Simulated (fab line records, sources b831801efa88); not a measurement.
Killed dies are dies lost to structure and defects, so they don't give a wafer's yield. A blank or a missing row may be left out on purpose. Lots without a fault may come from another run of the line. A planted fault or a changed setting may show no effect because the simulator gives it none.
fab line records | flow sky130
record lots=5 wafers=15 last_day=50
route steps=708 shown METAL1@446 VIA1@458 PAD_OPEN@708
lots that met no fault: from a run of the same line without faults
start_h: hours from the record's first day to the start of the lot's first wafer shown | wait_h: hours since the lot's step before | " the same as in the row above | L1.1+2: a row that stands for several wafers | - no value, or no start given | * or withheld: withheld | < > ~ a bound
route shown NAME@n: a module of which the file shows steps, and the number in the route of the first | usual: mean/standard deviation of fault-free wafers | same: alike in all rows | chamber/n: place in a boat | sites: the reading at each site | _std_site: their standard deviation | _edge_site: outer sites' mean less inner sites' | radius_mm: how far each site lies from the wafer's centre | mask NAME#n: copy n | behind: the tool/chamber that last shaped the wafer | hold: why the lot was held/for how many hours/how that ended | device: the transistor (n, p or np) that didn't switch | end of line: the same wafers' tests at the end of the route | a step without rows: its recipe alone | killed: dies lost to structure and defects at the first sort, not the wafer's yield | map: a wafer's dies, x killed, . not, _ none there
set.NAME: the setting as run; set.NAME@STEP: as run at that earlier step | model.NAME: the simulator's own value behind a step, which no gauge read
lots at some steps of the route; a table a step, a row a wafer
services: from which hour (start_h, from the record's first day; less than 0 if before it) a tool's chamber was out of use, for how many hours, and why
## steps
# step SKY_METAL1_EXPOSE_12
# recipe mask_id=MM1 na=0.8 source_shape=annular sigma_inner=0.55 sigma_outer=0.85 target_cd_nm=140 dose_mj=28
# step SKY_METAL1_PEB_13
# recipe peb_temp_c=withheld peb_time_s=withheld resist=KrF-thick
# step SKY_METAL1_DEVELOP_14
# recipe develop_time_s=60 resist=KrF-thick dev_temp_c=21
# step SKY_METAL1_CD_MEAS_15
# recipe target_cd_nm=140
# usual cd_nm=140.1/1.3
# columns lot.wafer tool chamber start_h wait_h cd_nm
L665.2 cd_sem-02 - 766.06 - 138.2
L665.4 " - " " 138.0
L665.5 " - " " 139.0
L670.2 cd_sem-02 - 819.36 - 141.3
L670.3 " - " " 140.6
L670.6 " - " " 142.7
L672.1 cd_sem-02 - 826.39 - 140.6
L672.3 " - " " 140.7
L672.4 " - " " 140.4
L681.1 cd_sem-02 - 889.76 - 138.8
L681.2 " - " " 136.9
L681.4 " - " " 138.8
L686.1 cd_sem-01 - 923.34 - 140.1
L686.4 " - " " 141.4
L686.5 " - " " 142.0
# step SKY_METAL1_OVL_MEAS_16
# usual METAL1_OVL=0/6
# columns lot.wafer tool chamber start_h wait_h METAL1_OVL[nm]
L665.2 overlay-01 - 766.17 0.1 -12
L665.4 " - " " -8
L665.5 " - " " -10
L670.2 overlay-02 - 819.47 0.1 -3
L670.3 " - " " 0
L670.6 " - " " -10
L672.1 overlay-01 - 826.51 0.1 1
L672.3 " - " " 5
L672.4 " - " " 3
L681.1 overlay-01 - 889.88 0.1 2
L681.2 " - " " -3
L681.4 " - " " 2
L686.1 overlay-01 - 923.46 0.1 6
L686.4 " - " " 4
L686.5 " - " " 6
# step SKY_METAL1_DESCUM_17
# recipe chemistry=O2 source_power_w=150 bias_power_w=0 pressure_mtorr=10 temp_c=40 time_s=8
# usual drypump_motor_current_A=5.7/0.53 oes_product_au=0.997/0.009
# columns lot.wafer tool chamber start_h wait_h drypump_motor_current_A oes_product_au rf_hours_counter_h
L665.2 rie_metal-02 0 766.20 0.0 6.6 1.010 15
L665.4 " 0 " " 6.6 1.008 -
L665.5 " 0 " " 6.6 1.001 -
L670.2 rie_metal-04 0 819.50 0.0 6.0 0.990 12
L670.3 " 1 " " 6.0 1.005 -
L670.6 " 1 " " 6.0 0.999 -
L672.1 rie_metal-04 0 826.54 0.0 6.0 0.997 12
L672.3 " 1 " " 6.0 1.004 -
L672.4 " 0 " " 6.0 0.984 -
L681.1 rie_metal-02 1 889.92 0.0 5.5 0.995 16
L681.2 " 1 " " 5.5 1.011 -
L681.4 " 1 " " 5.5 1.002 -
L686.1 rie_metal-04 1 923.49 0.0 6.0 1.014 10
L686.4 " 1 " " 6.0 1.003 -
L686.5 " 1 " " 6.0 1.006 -
# step SKY_METAL1_ETCH_18
# recipe chemistry=N2/H2 target=BARC ion_energy_ev=200 bias_w=100 pressure_mtorr=30 n2_flow_sccm=100 h2_flow_sccm=200 icp_w=500 stop_on=SiO2 time_s=45.9 target_depth_a=600
# usual drypump_motor_current_A=5.7/0.53 oes_product_au=0.853/0.0053 throttle_valve_pct=13.225/0.0082
# columns lot.wafer tool chamber start_h wait_h drypump_motor_current_A oes_product_au rf_hours_counter_h throttle_valve_pct
L665.2 rie_metal-02 0 766.23 0.0 6.6 0.845 15 13.225
L665.4 " 0 " " 6.6 0.852 - 13.221
L665.5 " 0 " " 6.6 0.857 - 13.226
L670.2 rie_metal-04 0 819.53 0.0 6.0 0.850 12 13.234
L670.3 " 1 " " 6.0 0.852 - 13.244
L670.6 " 1 " " 6.0 0.851 - 13.222
L672.1 rie_metal-04 0 826.57 0.0 6.0 0.854 12 13.233
L672.3 " 1 " " 6.0 0.852 - 13.237
L672.4 " 0 " " 6.0 0.840 - 13.231
L681.1 rie_metal-02 1 889.98 0.1 5.5 0.847 16 13.217
L681.2 " 1 " " 5.4 0.859 - 13.227
L681.4 " 1 " " 5.5 0.852 - 13.238
L686.1 rie_metal-04 1 923.52 0.0 6.0 0.847 10 13.213
L686.4 " 1 " " 6.0 0.856 - 13.230
L686.5 " 1 " " 6.0 0.854 - 13.214
# step SKY_METAL1_METAL_ETCH_19
# recipe target_depth_a=3600 stop_on=SiO2 over_etch_frac=0.3 time_s=78 chemistry=Cl2/BCl3 resist_sidewall_deg=88 pressure_mtorr=10 icp_w=900 bias_w=48.5 Cl2_flow_sccm=60 bcl3_flow_sccm=30
# usual drypump_motor_current_A=5.7/0.53 oes_product_au=0.855/0.0058 throttle_valve_pct=22.264/0.0092
# columns lot.wafer tool chamber start_h wait_h drypump_motor_current_A oes_product_au rf_hours_counter_h throttle_valve_pct
L665.2 rie_metal-02 0 766.29 0.0 6.6 0.862 15 22.262
L665.4 " 0 " " 6.6 0.851 - 22.270
L665.5 " 0 " " 6.6 0.857 - 22.250
L670.2 rie_metal-04 0 819.59 0.0 6.0 0.858 12 22.275
L670.3 " 1 " " 6.0 0.852 - 22.263
L670.6 " 1 " " 6.0 0.854 - 22.257
L672.1 rie_metal-04 0 826.64 0.0 6.0 0.854 12 22.257
L672.3 " 1 " " 6.0 0.855 - 22.257
L672.4 " 0 " " 6.0 0.861 - 22.285
L681.1 rie_metal-02 1 890.11 0.1 5.5 0.863 16 22.255
L681.2 " 1 " " 5.5 0.852 - 22.290
L681.4 " 1 " " 5.5 0.862 - 22.252
L686.1 rie_metal-04 1 923.59 0.0 5.9 0.859 10 22.267
L686.4 " 1 " " 5.9 0.860 - 22.252
L686.5 " 1 " " 6.0 0.855 - 22.270
# step SKY_METAL1_STRIP_20
# recipe chemistry=O2/N2 power_w=1400 pressure_mtorr=1500 platen_temp_c=withheld o2_flow_sccm=3000 n2_flow_sccm=300 overash_fraction=0.5
# usual drypump_motor_current_A=6.0/0.36 oes_product_au=0.344/0.0042 strip_time_to_endpoint_s=2.71/0.035
# columns lot.wafer tool chamber start_h wait_h drypump_motor_current_A oes_product_au rf_hours_counter_h strip_time_to_endpoint_s
L665.2 plasma_asher-02 1 766.38 0.1 5.5 0.344 33 2.70
L665.4 " 1 " " 5.5 0.345 - 2.69
L665.5 " 0 " " 5.2 0.345 - 2.68
L670.2 plasma_asher-03 1 819.68 0.1 6.0 0.347 8 2.70
L670.3 " 1 " " 6.0 0.338 - 2.62
L670.6 " 0 " " 6.0 0.330 - 2.65
L672.1 plasma_asher-03 1 826.73 0.1 6.0 0.348 9 2.74
L672.3 " 1 " " 6.0 0.349 - 2.67
L672.4 " 0 " " 6.0 0.343 - 2.74
L681.1 plasma_asher-01 0 890.29 0.1 5.8 0.348 78 2.71
L681.2 " 1 " " 6.5 0.341 78 2.71
L681.4 " 0 " " 5.7 0.342 - 2.70
L686.1 plasma_asher-03 1 923.68 0.1 6.0 0.341 19 2.71
L686.4 " 1 " " 6.0 0.339 - 2.69
L686.5 " 0 " " 6.0 0.343 - 2.67
# step SKY_METAL1_STRIP_21
# recipe chemistry=post_etch_residue_remover time_s=1200 temp_c=72.5
# step SKY_METAL1_CLEAN_22
# recipe chemistry=IPA time_s=180 temp_c=25
# step SKY_METAL1_CLEAN_23
# recipe chemistry=O3/DIW dry=n2_spin
# step SKY_VIA1_HDPCVD_00
# recipe material=SiO2 target_thk_nm=1030 sigma_open_frac=0.3 time_s=171.7 temp_c=400 sih4_flow_sccm=60 pressure_mtorr=6
# usual sih4_flow_sccm=60.03/0.18
# columns lot.wafer tool chamber start_h wait_h sih4_flow_sccm model.SiO2_of_VIA1_HDPCVD_00.thk_nm
L665.2 hdpcvd-01 1 766.98 0.0 59.77 1031
L665.4 " 0 " " 60.33 1027
L665.5 " 2 " " 60.02 1015
L670.2 hdpcvd-02 2 820.27 0.0 59.58 1031
L670.3 " 0 " " 60.01 1030
L670.6 " 2 " " 59.78 1037
L672.1 hdpcvd-01 2 827.41 0.0 72.01 1239
L672.3 " 0 " " 59.80 1033
L672.4 " 2 " " 72.16 1225
L681.1 hdpcvd-02 2 891.03 0.0 60.03 1024
L681.2 " 1 " " 60.20 1018
L681.4 " 2 " " 60.00 1015
L686.1 hdpcvd-01 1 924.28 0.0 60.03 1028
L686.4 " 1 " " 60.14 1027
L686.5 " 2 " " 59.84 1014
# step SKY_VIA1_THK_MEAS_01
# recipe reads=SiO2_of_VIA1_HDPCVD_00
# usual VIA1_HDPCVD_THK=1030/10
# columns lot.wafer tool chamber start_h wait_h VIA1_HDPCVD_THK[nm]
L665.2 film_metro-04 - 767.10 0.1 1031
L665.4 " - " " 1028
L665.5 " - " " 1016
L670.2 film_metro-04 - 820.40 0.1 1031
L670.3 " - " " 1031
L670.6 " - " " 1037
L672.1 film_metro-02 - 827.52 0.1 1239
L672.3 " - " " 1034
L672.4 " - " " 1224
L681.1 film_metro-04 - 891.14 0.1 1024
L681.2 " - " " 1018
L681.4 " - " " 1015
L686.1 film_metro-04 - 924.39 0.1 1029
L686.4 " - " " 1028
L686.5 " - " " 1015
# step SKY_VIA1_CMP_02
# recipe material=SiO2 down_force_psi=4 platen_rpm=60 pad_velocity_m_s=0.94248
# usual motor_current_A=12.3/1.2 retaining_ring_pressure_frac=1.000/0.0047 slurry_filter_dp_kPa=13.51/0.13
# columns lot.wafer tool chamber start_h wait_h motor_current_A retaining_ring_pressure_frac slurry_filter_dp_kPa
L665.2 cmp-01 1 767.20 0.1 12.5 1.002 13.42
L665.4 " 2 " " 11.3 1.002 13.45
L665.5 " 0 " " 11.3 0.994 13.51
L670.2 cmp-01 0 820.55 0.1 11.1 0.992 13.56
L670.3 " 1 " " 12.2 1.006 13.54
L670.6 " 2 " " 10.3 1.013 13.47
L672.3 cmp-01 0 827.63 0.1 11.4 0.995 13.36
L672.4 " 1 " " 12.7 0.994 13.53
L672.1 " 2 " " 11.0 0.995 13.55
L681.1 cmp-02 3 891.25 0.1 13.1 1.000 13.44
L681.2 " 0 " " 13.6 0.993 13.64
L681.4 " 1 " " 10.7 0.993 13.39
L686.4 cmp-01 0 924.45 0.0 10.5 1.002 13.37
L686.1 " 2 " " 11.4 1.003 13.44
L686.5 " 0 " " 11.4 0.994 13.45
# step SKY_PAD_OPEN_PROBE_99
# usual defect_limited_yield=82.5/1.9 killed_at_M0_to_M3=44/6.4 killed_at_M4_up=3.4/2.1 killed_at_contacts=23/5 killed_at_front_end=15/4.5 killed_at_other=0.3/0.54 killed_dies=86/9.5 killed_open=48/6.9 killed_short=38/5.9 sort_bin_3_pad_short=0.8/0.44 sort_bin_5_function=10.5/1.6 sort_bin_6_memory=6.1/1.1 sort_n_pass=406/9.5 sort_yield_pct=82.5/1.9
# same gross_dies=492 killed_at_back_side=0 sort_bin_4_leakage[%]=0 sort_bin_8_speed[%]=0
# columns lot.wafer tool chamber start_h wait_h defect_limited_yield[%] killed_at_M0_to_M3 killed_at_M4_up killed_at_contacts killed_at_front_end killed_at_other killed_dies killed_open killed_short sort_bin_3_pad_short[%] sort_bin_5_function[%] sort_bin_6_memory[%] sort_n_pass sort_yield_pct[%]
L672.1 prober-01 - 1122.15 0.1 82.9 42 1 24 17 0 84 47 37 0.8 9.1 7.1 408 82.9
L672.3 prober-01 - 1122.25 0.2 84.3 39 4 19 15 0 77 43 34 0.4 10.4 4.9 415 84.3
L672.4 prober-01 - 1122.30 0.2 84.8 35 2 18 20 0 75 42 33 1.0 8.3 5.9 417 84.8
# killed by level:class
L672.1 VIA1:geometric_particle:open=13 LI_CONTACT:geometric_particle:open=10 METAL2:geometric_particle:short=7 CONTACT:geometric_particle:open=5 VIA2:geometric_particle:open=5 POLY_GATE:geometric_particle:open=4 FIELD_ISO:geometric_particle:short=3 POLY_GATE:geometric_particle:short=3
L672.3 VIA1:geometric_particle:open=12 LI_CONTACT:geometric_particle:open=10 VIA1:geometric_particle:short=8 VIA3:geometric_particle:open=5 POLY_GATE:geometric_particle:short=4 CONTACT:geometric_particle:open=4 FIELD_ISO:geometric_particle:short=3 VIA2:geometric_particle:open=3
L672.4 VIA1:geometric_particle:open=9 CONTACT:geometric_particle:open=7 VIA2:geometric_particle:open=6 METAL3:geometric_particle:short=6 CONTACT:geometric_particle:short=5 POLY_GATE:geometric_particle:open=5 VIA2:geometric_particle:short=5 VIA3:geometric_particle:open=4
## services
# columns tool chamber start_h hours kind
plasma_asher-03 0 742.75 - clean
plasma_asher-03 1 742.75 - clean
cmp-02 - 744.76 4.0 pm
cmp-02 - 748.76 - consumable_replace:conditioner
plasma_asher-02 - 753.23 4.1 repair
plasma_asher-01 - 754.35 14.6 pm
rie_metal-02 - 789.98 0.7 repair
cmp-02 - 796.94 5.2 pm
cmp-01 - 803.08 0.3 repair
cmp-02 - 804.06 1.7 repair
rie_metal-02 0 805.95 20.4 repair
cmp-01 - 812.12 0.4 repair
plasma_asher-02 - 817.29 14.6 pm
rie_metal-02 0 826.37 - clean
rie_metal-02 0 826.37 15.4 scheduled_down
rie_metal-02 0 826.37 15.4 vent_cycle
cmp-02 - 846.72 5.8 pm
cmp-02 - 853.66 3.9 repair
rie_metal-02 0 883.75 9.9 repair
hdpcvd-01 - 901.71 1.6 repair
cmp-02 - 906.50 1.9 repair
cmp-01 - 912.26 4.0 pm
cmp-01 - 916.26 - consumable_replace:conditioner
cmp-01 - 916.26 - consumable_replace:pad
## key
first_sign step=SKY_VIA1_HDPCVD_00 reading=sih4_flow_sccm direction=up sigmas=68 usual=60.03 struck=72.09
effect step=SKY_VIA1_THK_MEAS_01 reading=VIA1_HDPCVD_THK direction=up sigmas=20 usual=1030 struck=1231
model_effect step=SKY_VIA1_HDPCVD_00 value=SiO2_of_VIA1_HDPCVD_00.thk_nm without=1026 struck=1232
met_at SKY_VIA1_HDPCVD_00
struck_wafers L672.1,L672.4
onset_between 766.98 827.41
fault kind=process_parameter_drift tool=hdpcvd-01 chamber=2 onset_h=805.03 steps=SKY_VIA1_HDPCVD_00 channel=sih4_flow_sccm offset=12 shape=step end_h=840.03 acts_in=these_recipes_only stated=60
